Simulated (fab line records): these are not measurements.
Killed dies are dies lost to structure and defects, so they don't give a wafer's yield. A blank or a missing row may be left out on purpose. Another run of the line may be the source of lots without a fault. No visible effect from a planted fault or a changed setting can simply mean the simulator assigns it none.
Struck lot and sound lot, side by side	flow sky130	19 steps out of a route of 708
Sound: wafers L275.1, L275.4, L275.5. Struck: wafers L290.3, L290.5, L290.6. At the end, the cause is stated.
At each step with rows: each side's tool, then ch and its chambers, then its first start. Under that, the readings that differ: sound wafers	struck wafers	difference of the means	sigmas: that difference in standard deviations of wafers without a fault.
alike: a reading whose means differ by less than 2 such deviations, as well as words and numbers matching on both sides. not compared: withheld readings; readings where some wafer has no value; bounds like >300 that might hide an equal value; numbers whose values overlap and for which the record gives no deviation.
The two part at a step that has a row with sigmas, a row that says differs or no value, or rows on one side only. When numbers do not overlap yet have no deviation, they are printed without sigmas and do not part them. A reading that every wafer of one side lacks parts them only if that side has two wafers or more.

first, 4 steps without rows for these wafers: SKY_VT_ADJUST_LVTN_SOFTBAKE_14 (time 60 s); SKY_VT_ADJUST_LVTN_EXPOSE_15 (exposes mask HVN STD DERIVED, target cd 600 nm); SKY_VT_ADJUST_LVTN_PEB_16; SKY_VT_ADJUST_LVTN_DEVELOP_17 (develop time 60 s).
SKY_VT_ADJUST_LVTN_OVL_MEAS_18:
  sound: overlay-01 at day 8 12:57; struck: overlay-02 at day 13 07:28
  alike: VT_ADJUST_LVTN_01_OVL
then, 1 step without rows for these wafers: SKY_VT_ADJUST_LVTN_IMPLANT_19.
SKY_VT_ADJUST_LVTN_STRIP_20: strips in O2/N2.
  sound on plasma-asher-03 ch 0,1, day 8 13:08; struck on plasma-asher-01 ch 0,1, day 13 07:41
  alike: drypump-motor-current-A, oes-product-au, strip-time-to-endpoint-s
  not compared: rf-hours-counter-h
SKY_VT_ADJUST_LVTN_TW_MEAS_21:
  sound: film-metro-03 at day 8 13:14; struck: film-metro-01 at day 13 07:46
  alike: VT_ADJUST_LVTN_2_TW
then, 4 steps without rows for these wafers: SKY_VT_ADJUST_NCORE_DEHYDRATE_00 (time 60 s); SKY_VT_ADJUST_NCORE_HMDS_01 (prime time 60 s); SKY_VT_ADJUST_NCORE_COAT_02 (resist thk 1140 nm); SKY_VT_ADJUST_NCORE_SOFTBAKE_03 (time 60 s).
SKY_VT_ADJUST_NCORE_EXPOSE_04: exposes mask LVTN COMPLEMENT THIN, target cd 380 nm.
  sound on iline-stepper-02 ch 0, day 9 00:25; struck on iline-stepper-01 ch 0, day 13 20:28
reading	sound	struck	difference	sigmas
model.VT_ADJUST_NCORE.overlay-x-nm (nm)	-2.504 -2.504 -2.504	205.6 205.6 205.6	+208.1	
  alike: mask
then, 2 steps without rows for these wafers: SKY_VT_ADJUST_NCORE_PEB_05; SKY_VT_ADJUST_NCORE_DEVELOP_06 (develop time 60 s).
SKY_VT_ADJUST_NCORE_CD_MEAS_07: the cd target is 380 nm.
  sound: cd-sem-02 at day 9 10:52; struck: cd-sem-02 at day 14 09:38
  alike: cd-nm
SKY_VT_ADJUST_NCORE_OVL_MEAS_08:
  sound: overlay-01 at day 9 10:59; struck: overlay-01 at day 14 09:44
reading	sound	struck	difference	sigmas
VT_ADJUST_NCORE_OVL (nm)	-0.4 1.2 1.2	208.4 205.7 206.6	+206.2	+99 or more
then, 1 step without rows for these wafers: SKY_VT_ADJUST_NCORE_IMPLANT_09.
-- a jump in the record: the struck wafers' starts before and after are 36 days apart (it breaks off in module VT_ADJUST_NCORE and resumes in module PAD_OPEN, where the first step shown is number 708 of the route) --
SKY_PAD_OPEN_PROBE_99:
  sound: prober-01 at day 47 04:20; struck: prober-02 at day 50 12:10
reading	sound	struck	difference	sigmas
killed-at-front-end	19 16 10	38 39 28	+20	+5
killed-dies	86 90 94	107 117 103	+19	+2
model.etest.sram-nfet-pass.drive-ua-um	499.4 521 523.1	562.3 551.3 539	+36.4	
model.etest.sram-pfet-latch.off-log10-a-um	-12.29 -12.07 -12.22	-11.76 -11.68 -11.83	+0.44	
model.etest.sram-nfet-pass.off-log10-a-um	-12.64 -12.27 -12.4	-11.91 -11.71 -12	+0.56	
model.etest.nfet_05v0_nvt.off-log10-a-um	-10.61 -10.71 -10.85	-11.53 -11.47 -11.59	-0.81	
model.etest.pfet_01v8_lvt.off-log10-a-um	-8.943 -8.595 -8.765	-8.4 -8.401 -8.39	+0.4	
model.etest.sram-pfet-latch.vt-sat-v (V)	-0.7517 -0.7303 -0.7388	-0.6836 -0.6841 -0.6868	+0.0554	
  alike: killed_at_M0_to_M3, killed_at_M4_up, killed-at-contacts, killed-at-other, killed-open, killed-short
  not compared: model.etest.sram-pfet-latch.drive-ua-um, model.etest.pfet_01v8_lvt.drive-ua-um

WHERE THEY PART
Last at SKY_PAD_OPEN_PROBE_99 as far as this record goes, first at SKY_VT_ADJUST_NCORE_OVL_MEAS_08.

WHY: what the simulator had put in
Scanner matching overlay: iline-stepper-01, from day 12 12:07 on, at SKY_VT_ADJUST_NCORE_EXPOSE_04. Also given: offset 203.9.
